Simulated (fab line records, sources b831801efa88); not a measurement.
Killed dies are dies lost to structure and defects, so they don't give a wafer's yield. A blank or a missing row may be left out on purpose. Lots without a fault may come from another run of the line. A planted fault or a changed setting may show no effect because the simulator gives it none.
2 desks looking at one fault ; flow gf180mcu ; only its own numbers are on each desk; what lay behind them is given at the end

== AT THE METROLOGY DESK ==
Lot by lot, what the gauges showed, no matter which tool ran the lot: averages of those sampled wafers that carry a number. The brackets show how far a lot's mean lies from the usual mean; more than 4 standard deviations puts the lot out of limits, marked OUT.
Columns: A = HV_LDD_4_TW at GF_HV_LDD_TW_MEAS_50, usual 571; B = M1_ALCU_RS at GF_M1_RS_MEAS_05, usual 0.0694 ohm/sq; C = M1_ALCU_THK at GF_M1_THK_MEAS_06, usual 450 nm; D = cd_nm at GF_M1_CD_MEAS_14, usual 229.9 nm
lot;first seen here;A;B;C;D
L406;day 12 11:15;571;0.0694;448;229.3
L407;day 12 16:44;571;0.0698;447;230.7
L408;day 13 01:56;561;0.0705;443;228.1
L410;day 13 19:40;580;0.0695;452;229.6
L411;day 14 03:42;565;0.0687;454;231.7
L415;day 15 16:59;572;0.0651 (-5.3) OUT;486 (+7.0) OUT;229.4
L418;day 16 14:16;564;0.0651 (-5.3) OUT;487 (+7.3) OUT;231.0
L421;day 17 15:00;562;0.0692;450;229.2
L426;day 19 07:14;563;0.0697;447;229.8
L428;day 19 17:13;576;0.0687;453;232.1
L429;day 20 02:37;576;0.0697;447;229.4
Finding of this desk: L415, L418 out of limits, first seen on L415 at day 19 22:07 (M1_ALCU_RS at GF_M1_RS_MEAS_05). Within limits: L406, L407, L408, L410, L411, L421, L426, L428, L429.

== THE TOOL OWNER'S DESK: pvd_sputter-03 ==
The tool's own readings at GF_M1_SPUTTER_02 (material AlCu, target thk 450 nm, time 23.9 s): means of the sampled wafers that have a number, for each lot that ran on this tool. The brackets show how far a lot's mean lies from the usual mean; more than 4 standard deviations puts the lot out of limits, marked OUT.
Columns: A = cathode_dc_power_W at GF_M1_SPUTTER_02, usual 10600 W; B = throttle_valve_pct at GF_M1_SPUTTER_02, usual 29.6 %
lot;first seen here;A;B
L406;day 16 04:50;10600;29.1
L410;day 17 18:00;10600;29.4
L411;day 18 02:50;10600;29.2
L415;day 19 22:02;11424 (+99 or more) OUT;29.5
L418;day 20 18:53;11423 (+99 or more) OUT;29.6
This desk finds L415, L418 out of limits, L415 being first, at day 19 22:02 (cathode_dc_power_W at GF_M1_SPUTTER_02). Within limits: L406, L410, L411.

== TAKEN TOGETHER ==
The tool owner's desk could have raised an alarm at day 19 22:02, on L415, L418.
An alarm was possible from the metrology desk at day 19 22:07, on L415, L418.
Every lot named ran GF_M1_SPUTTER_02 on pvd_sputter-03.

== WHAT HAD BEEN PUT IN BY THE SIMULATOR ==
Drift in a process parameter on pvd_sputter-03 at GF_M1_SPUTTER_02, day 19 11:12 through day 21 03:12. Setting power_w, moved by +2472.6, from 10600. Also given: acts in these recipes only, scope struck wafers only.
Shown lots that were struck: L415, L418.
Hours from the fault's start to each desk's first reading out of limits: the tool owner's desk, 11; the metrology desk, 11.
